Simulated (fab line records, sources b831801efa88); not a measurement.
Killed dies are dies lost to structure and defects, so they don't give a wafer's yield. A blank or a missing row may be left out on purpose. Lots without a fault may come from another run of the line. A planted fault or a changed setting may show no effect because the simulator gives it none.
Chamber matching | flow sky130 | SKY_VIA2_CMP_24 on cmp-01: 4 sister chambers
The step polishes, stops on SiO2, t overpolish 20 s, target thk 0 nm. 8 wafers are shown with their chamber, then 7 later ones without.

WAFERS WITH THEIR CHAMBER
wafer  | chamber | motor_current_A (A) | time_to_endpoint_s (s)
L344.2 | 0       | 9.6                 | 102
L345.2 | 1       | 9.8                 | 108
L345.4 | 0       | 9.0                 | 107
L346.4 | 3       | 10.7                | 101
L348.1 | 3       | 10.8                | 102
L348.2 | 2       | 8.2                 | 101
L348.4 | 1       | 10.2                | 103
L350.1 | 2       | 8.3                 | 100

WAFERS WITHOUT THEIR CHAMBER
wafer  | motor_current_A (A) | time_to_endpoint_s (s)
L350.2 | 10.9                | 103
L350.3 | 9.0                 | 103
L351.1 | 9.3                 | 99
L351.2 | 8.9                 | 103
L363.3 | 8.7                 | 107
L363.5 | 8.8                 | 100
L363.6 | 10.0                | 101

WHICH CHAMBER EACH WENT THROUGH
wafer  | from the rows above          | in truth
L350.2 | 3                            | 3
L350.3 | can't be placed: 0 or 2      | 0
L351.1 | can't be placed: 0 or 1 or 2 | 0
L351.2 | can't be placed: 0 or 2      | 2
L363.3 | can't be placed: 0 or 2      | 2
L363.5 | can't be placed: 2 or 0      | 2
L363.6 | can't be placed: 1 or 3 or 0 | 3
Placed correctly: 1 of 7. Can't be placed from these rows: 6 (the true chamber is among the candidates in 6). Placed wrongly: 0.
How it was worked out, from the rows above alone: a wafer's distance from a chamber is the root of the sum, over the readings, of the square of ((its reading less the chamber's mean) divided by the reading's scatter). The wafer belongs to the nearest chamber; if the next one is less than 2 further off, it can't be placed. A chamber's mean is the mean of its shown wafers. The scatter: the root of (the sum of the squares of (reading less its chamber's mean) over the shown wafers, divided by (wafers less chambers)).
